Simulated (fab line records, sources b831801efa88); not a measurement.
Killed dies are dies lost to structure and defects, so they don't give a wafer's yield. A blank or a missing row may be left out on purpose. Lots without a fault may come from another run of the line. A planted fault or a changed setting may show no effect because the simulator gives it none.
Chamber matching | flow gf180mcu | GF_STI_ETCH_14 on rie_si-02: 4 sister chambers
The step etches Si in HBr/Cl2/O2, target depth 360 nm, time 102.9 s. 24 wafers are shown with their chamber, then 12 later ones without.

WAFERS WITH THEIR CHAMBER
wafer  | chamber | drypump_motor_current_A (A) | oes_product_au (a.u.) | throttle_valve_pct (%)
L110.1 | 2       | 5.8                         | 1.011                 | 25.669
L110.2 | 3       | 5.1                         | 0.995                 | 25.655
L110.6 | 2       | 5.7                         | 1.006                 | 25.648
L111.2 | 1       | 6.2                         | 1.008                 | 25.644
L111.4 | 3       | 5.1                         | 0.994                 | 25.672
L111.5 | 2       | 5.7                         | 1.008                 | 25.648
L112.4 | 1       | 6.2                         | 1.010                 | 25.640
L112.5 | 2       | 5.7                         | 1.006                 | 25.631
L112.6 | 1       | 6.2                         | 1.011                 | 25.644
L113.2 | 1       | 6.1                         | 1.008                 | 25.666
L113.3 | 0       | 4.9                         | 0.987                 | 25.655
L113.6 | 2       | 5.7                         | 1.006                 | 25.635
L114.1 | 1       | 6.2                         | 1.010                 | 25.657
L114.2 | 0       | 4.9                         | 1.004                 | 25.644
L114.6 | 3       | 5.1                         | 0.983                 | 25.679
L116.1 | 2       | 5.8                         | 1.015                 | 25.639
L116.3 | 3       | 5.1                         | 0.994                 | 25.652
L116.4 | 1       | 6.2                         | 1.001                 | 25.629
L125.1 | 1       | 6.2                         | 1.015                 | 25.646
L125.3 | 0       | 4.9                         | 1.004                 | 25.686
L125.6 | 3       | 5.1                         | 0.992                 | 25.670
L126.1 | 2       | 5.7                         | 1.005                 | 25.654
L126.2 | 3       | 5.1                         | 0.994                 | 25.655
L126.3 | 0       | 4.9                         | 1.001                 | 25.659

SIGNATURES (means of the wafers above)
reading                 | chamber 0 | chamber 1 | chamber 2 | chamber 3 | scatter within a chamber
drypump_motor_current_A | 4.900     | 6.186     | 5.729     | 5.100     | 0.0338
oes_product_au          | 0.99900   | 1.00900   | 1.00814   | 0.99200   | 0.00493
throttle_valve_pct      | 25.66100  | 25.64657  | 25.64629  | 25.66383  | 0.0131
Rule: a wafer's distance from a chamber is the root of the sum, over the readings, of the square of ((its reading less the chamber's mean) divided by the reading's scatter). The wafer belongs to the nearest chamber; if the next one is less than 2 further off, it can't be placed. The scatter: the root of (the sum of the squares of (reading less its chamber's mean) over the shown wafers, divided by (wafers less chambers)).

WAFERS WITHOUT THEIR CHAMBER
wafer  | drypump_motor_current_A (A) | oes_product_au (a.u.) | throttle_valve_pct (%)
L127.4 | 5.7                         | 1.000                 | 25.652
L127.5 | 4.9                         | 1.004                 | 25.665
L127.6 | 5.1                         | 0.988                 | 25.653
L128.2 | 4.9                         | 1.005                 | 25.663
L128.3 | 6.2                         | 1.009                 | 25.643
L128.4 | 5.7                         | 1.004                 | 25.665
L132.2 | 5.7                         | 1.005                 | 25.655
L132.4 | 5.1                         | 0.990                 | 25.658
L132.5 | 6.2                         | 1.008                 | 25.646
L133.2 | 5.1                         | 0.987                 | 25.668
L133.3 | 5.7                         | 1.001                 | 25.645
L133.6 | 6.2                         | 1.007                 | 25.632

WHICH CHAMBER EACH WENT THROUGH
wafer  | from the rows above | in truth
L127.4 | 2                   | 2
L127.5 | 0                   | 0
L127.6 | 3                   | 3
L128.2 | 0                   | 0
L128.3 | 1                   | 1
L128.4 | 2                   | 2
L132.2 | 2                   | 2
L132.4 | 3                   | 3
L132.5 | 1                   | 1
L133.2 | 3                   | 3
L133.3 | 2                   | 2
L133.6 | 1                   | 1
Placed correctly: 12 of 12. Can't be placed from these rows: 0. Placed wrongly: 0.
